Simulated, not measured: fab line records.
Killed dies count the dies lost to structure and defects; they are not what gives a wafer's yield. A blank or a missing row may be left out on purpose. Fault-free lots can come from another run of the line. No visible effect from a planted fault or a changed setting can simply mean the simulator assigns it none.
Struck lot and sound lot, side by side	flow gf180mcu	15 out of 602 route steps
Sound: these wafers, L454.2, L454.5, L454.6. Struck: wafers L457.1, L457.4, L457.5. At the end, the cause is stated.
Per side, at each step with rows, come the tool, then ch with its chambers, and then its first start. Under that, the readings that differ: sound wafers	struck wafers	difference of the means	sigmas: that difference in standard deviations of wafers without a fault.
alike: readings whose means differ by less than 2 such deviations, and words and numbers that are the same on both sides. not compared: withheld readings, readings that some wafer has no value for, bounds like >300 that may hide the same value, and numbers for which the record gives no deviation and whose values overlap.
Wherever a step has rows on one side only, a row that says differs or no value, or a row with sigmas, the two part there. Numbers that don't overlap but have no deviation are shown without sigmas and don't part them. A reading that every wafer of one side lacks parts them only if that side has two wafers or more.

first, 1 step without rows for these wafers: GF_SAB_DEVELOP_08 (develop time 60 s).
GF_SAB_CD_MEAS_09 targets a cd of 420 nm.
  sound: cd_sem-01 at day 16 09:58; struck: cd_sem-02 at day 17 12:36
  alike: cd_nm
GF_SAB_OVL_MEAS_10:
  sound: overlay-01 at day 16 10:04; struck: overlay-01 at day 17 12:43
  alike: SAB_OVL
GF_SAB_ETCH_11: etches SiO2 in C4F8/O2/Ar, target depth 55 nm, time 8.5 s.
  sound on rie_diel-04 ch 0,2, day 16 10:05; struck on rie_diel-03 ch 0,1,3, day 17 12:46
reading	sound	struck	difference	sigmas
oes_product_au (a.u.)	1.013 1.008 1.010	0.989 0.978 0.998	-0.022	-2
  not compared: rf_hours_counter_h
then, 1 step without rows for these wafers: GF_SAB_WET_ETCH_12 (etches SiO2 in dHF, target depth 22 nm, time 440 s).
GF_SAB_STRIP_13: strips in O2/N2.
  sound on plasma_asher-02 ch 0,1, day 16 10:14; struck on plasma_asher-01 ch 0,1, day 17 12:55
  alike: drypump_motor_current_A, heater_power_w, oes_product_au, strip_time_to_endpoint_s
  not compared: rf_hours_counter_h
then, 2 steps without rows for these wafers: GF_SALICIDE_CLEAN_00 (cleans in SC1/SC2, time 150 s); GF_SALICIDE_WET_ETCH_01 (etches SiO2 in dHF, target depth 5 nm, time 100 s).
GF_SALICIDE_SPUTTER_02: material Co, target thk 10 nm, time 20 s.
  sound: pvd_sputter-04 at day 16 10:26; struck: pvd_sputter-03 at day 17 13:07
  alike: throttle_valve_pct
GF_SALICIDE_SPUTTER_03: material TiN, target thk 20 nm, time 16.7 s.
  sound: pvd_sputter-04 at day 16 10:28; struck: pvd_sputter-03 at day 17 13:08
  alike: throttle_valve_pct
GF_SALICIDE_RS_MEAS_04: uses a four-point probe to measure.
  sound: film_metro-03 at day 16 10:31; struck: film_metro-03 at day 17 13:10
  alike: SALICIDE_TIN_RS
GF_SALICIDE_THK_MEAS_05: measures by xrf.
  sound: film_metro-03 at day 16 10:37; struck: film_metro-03 at day 17 13:17
  alike: SALICIDE_TIN_THK
GF_SALICIDE_RTA_06: time 30 s.
  sound on rtp_anneal-02 ch 0, day 16 10:42; struck on rtp_anneal-02, day 17 13:21
  no value came back on the struck wafers for anneal_temp_c_max, chamber_o2_ppm, lamp_power_pct (%), wafer_temp_C_max; on the sound wafers anneal_temp_c_max reads 531.3 531.4 532.0
then, 1 step without rows for these wafers: GF_SALICIDE_WET_ETCH_07 (etches the open film in SPM, target depth 120 nm).
-- the record jumps here: 13 days lie between the struck wafers' starts before and after (it left off in module SALICIDE and takes up again in module PASSIVATION, whose first step shown is number 602 of the route) --
GF_PASSIVATION_PROBE_99:
  sound: prober-02 at day 30 03:22; struck: prober-02 at day 31 00:04
reading	sound	struck	difference	sigmas
model.etest.ppoly_sal.line_ohm_um	28.46 28.42 28.53	1252 1257 1239	+1221	
model.etest.npoly_sal.line_ohm_um	28.45 28.29 28.3	1216 1200 1172	+1168	
model.etest.pplus_sal.line_ohm_um	35.09 34.97 34.47	829.3 827.3 808.9	+787.0	
model.etest.ppoly_sal.rs_ohm_sq	7.311 7.386 7.31	345.8 348.7 340.3	+337.6	
model.etest.npoly_sal.rs_ohm_sq	7.288 7.415 7.37	334.2 331.1 325.7	+323.0	
model.etest.ppoly_u.end_ohm	27.59 28.19 27.54	293.5 280.3 288.6	+259.7	
model.etest.nplus_sal.line_ohm_um	31.55 31.69 30.84	271.5 270.2 274	+240.5	
model.etest.contact_poly.rc_ohm	5.89 6.044 5.791	246.4 235.5 243.3	+235.8	

## WHERE THEY PART
Last at GF_SALICIDE_RTA_06 as far as this record goes, first at GF_SAB_ETCH_11.

WHY: the cause the simulator had injected
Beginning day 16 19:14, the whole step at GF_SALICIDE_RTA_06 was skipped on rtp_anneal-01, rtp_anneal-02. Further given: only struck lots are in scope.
